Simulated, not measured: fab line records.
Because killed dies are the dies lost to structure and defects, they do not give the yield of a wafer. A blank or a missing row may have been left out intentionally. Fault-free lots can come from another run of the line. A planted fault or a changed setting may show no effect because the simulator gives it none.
Problem report in the 8D (eight disciplines) form, filled by code | flow gf180mcu | the parts of the form that need people (team, actions taken, sign-off) are left out

## 1. THE PROBLEM
PASSIVATION_CVD_00_THK at GF_PASSIVATION_THK_MEAS_01 reads a mean of 636 nm on 6 wafers of 2 lots; wafers without a fault read 999 nm with a standard deviation of 13. That puts it -28 standard deviations away from the usual mean.
First seen on wafer L408.1, day 30 21:07, on film metro-01. The record holds 36 wafers of 12 lots with a number at this step. By rule, "out" or "out of limits" means more than 4 standard deviations away from the usual mean. Any other wafer with a number is counted as sound.

## 2. WHAT THIS IS AND IS NOT
question                    | is                     | is not
which readings at this step | PASSIVATION_CVD_00_THK | -
which lots                  | L408, L409             | L400, L403, L410, L412, L413, L414, L416, L417, L420, L422
which wafers of those lots  | all that have a number | -
read on which gauges        | film metro-01          | film metro-02, film metro-04
when                        | from day 30 21:07      | up to then (6 sound wafers); but 24 sound wafers of L410, L412, L413, L414, L416, L417, L420, L422 came after

## 3. WHAT RULES OUT EACH SUSPECT
Counting: a tool at a process step up to the reading stays a suspect if it ran every lot that is out and no sound lot after the first of them.
- the gauge at GF_PASSIVATION_THK_MEAS_01: kept. All the wafers that are out were read on film metro-01, and no step on other tools shows them out.
- pecvd-03 at GF_PASSIVATION_CVD_00 (deposits SiO2 from TEOS, target thk 1000 nm, time 111.95 s): kept. It processed each lot that is out, first L408 at day 30 21:02, and no sound lot thereafter; up to then, the last sound lot it processed was L403 at day 29 13:07.
After counting, pecvd-03 at GF_PASSIVATION_CVD_00 and film metro-01 at GF_PASSIVATION_THK_MEAS_01 remain.

## 4. THE CAUSE (what the simulator had put in)
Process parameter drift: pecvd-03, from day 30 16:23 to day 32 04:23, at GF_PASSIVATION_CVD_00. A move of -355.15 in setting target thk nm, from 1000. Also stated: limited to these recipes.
Counting leaves 2 suspects; this tool is one of them.

## 5. THE EFFECT CHAIN, in route order
Rows list readings where the struck wafers' mean (over those with a number) sits beyond 3 standard deviations from the usual. Readings are gone through only where the record gives a usual standard deviation; hours: the median, over the lots, of the time from a lot's start at the first step in this table giving one to that lot's start at this step; sigmas: the change measured in usual standard deviations.
hours | step                       | reading                | usual  | on struck wafers | change | sigmas
0     | GF_PASSIVATION_THK_MEAS_01 | PASSIVATION_CVD_00_THK | 999 nm | 636              | -363   | -28

## 6. HOW IT WOULD HAVE BEEN CAUGHT EARLIER
Counted from the fault's start at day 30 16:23, it took 5 hours until the first out-of-limits reading at a measuring or inspecting step in this record, taken at day 30 21:07.
Of the tool readings at GF_PASSIVATION_CVD_00 for which the record gives a usual standard deviation, none was out on any struck wafer, so an alarm limit of 4 standard deviations on them would not have fired.
L409, from the lots that are out (2), started GF_PASSIVATION_CVD_00 on pecvd-03 later than day 30 21:07. Putting the tool on hold at that point would have spared it.
